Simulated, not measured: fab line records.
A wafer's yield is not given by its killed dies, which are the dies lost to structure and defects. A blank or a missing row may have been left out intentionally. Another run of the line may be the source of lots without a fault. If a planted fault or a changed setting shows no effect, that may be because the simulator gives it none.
Chamber matching / flow sfq_line / cmp-02 running SFQ_TRILAYER_I4_CMP_CMP_100: 4 sister chambers
The step polishes SiO2. 7 wafers are shown with their chamber, then 6 later ones without.

WAFERS, EACH WITH ITS CHAMBER
wafer=L319.1; chamber=2; motor_current_A (A)=11.6; platen_rpm (rpm)=59.94
wafer=L320.2; chamber=0; motor_current_A (A)=8.0; platen_rpm (rpm)=60.06
wafer=L320.4; chamber=1; motor_current_A (A)=11.6; platen_rpm (rpm)=60.06
wafer=L320.6; chamber=0; motor_current_A (A)=8.5; platen_rpm (rpm)=60.03
wafer=L322.3; chamber=3; motor_current_A (A)=10.1; platen_rpm (rpm)=60.03
wafer=L322.5; chamber=2; motor_current_A (A)=11.1; platen_rpm (rpm)=59.98
wafer=L322.6; chamber=3; motor_current_A (A)=10.6; platen_rpm (rpm)=60.00

WAFERS WITH NO CHAMBER GIVEN
wafer=L323.2; motor_current_A (A)=8.6; platen_rpm (rpm)=60.02
wafer=L323.3; motor_current_A (A)=11.1; platen_rpm (rpm)=59.98
wafer=L323.4; motor_current_A (A)=10.9; platen_rpm (rpm)=59.98
wafer=L324.1; motor_current_A (A)=8.6; platen_rpm (rpm)=59.99
wafer=L324.2; motor_current_A (A)=11.0; platen_rpm (rpm)=59.96
wafer=L324.3; motor_current_A (A)=10.9; platen_rpm (rpm)=59.99

THE CHAMBER EACH PASSED THROUGH
wafer=L323.2; from the rows above=0; in truth=0
wafer=L323.3; from the rows above=can't be placed: 2 or 3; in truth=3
wafer=L323.4; from the rows above=can't be placed: 2 or 3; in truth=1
wafer=L324.1; from the rows above=0; in truth=0
wafer=L324.2; from the rows above=can't be placed: 2 or 3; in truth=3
wafer=L324.3; from the rows above=can't be placed: 2 or 3 or 1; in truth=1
2 of 6 placed correctly. Cannot be placed on the basis of these rows: 4; the candidates contain the true chamber in 3. Number placed wrongly: 0.
How it was worked out, from the rows above alone: a wafer's distance from a chamber is the root of the sum, over the readings, of the square of ((its reading less the chamber's mean) divided by the reading's scatter). If the next closest chamber is less than 2 further off than the closest, the wafer can't be placed; otherwise it belongs to the closest. A chamber's mean is the mean of its shown wafers. The scatter is the square root of a quotient: the sum, over the shown wafers, of each reading's squared deviation from its chamber's mean, divided by wafers minus chambers.
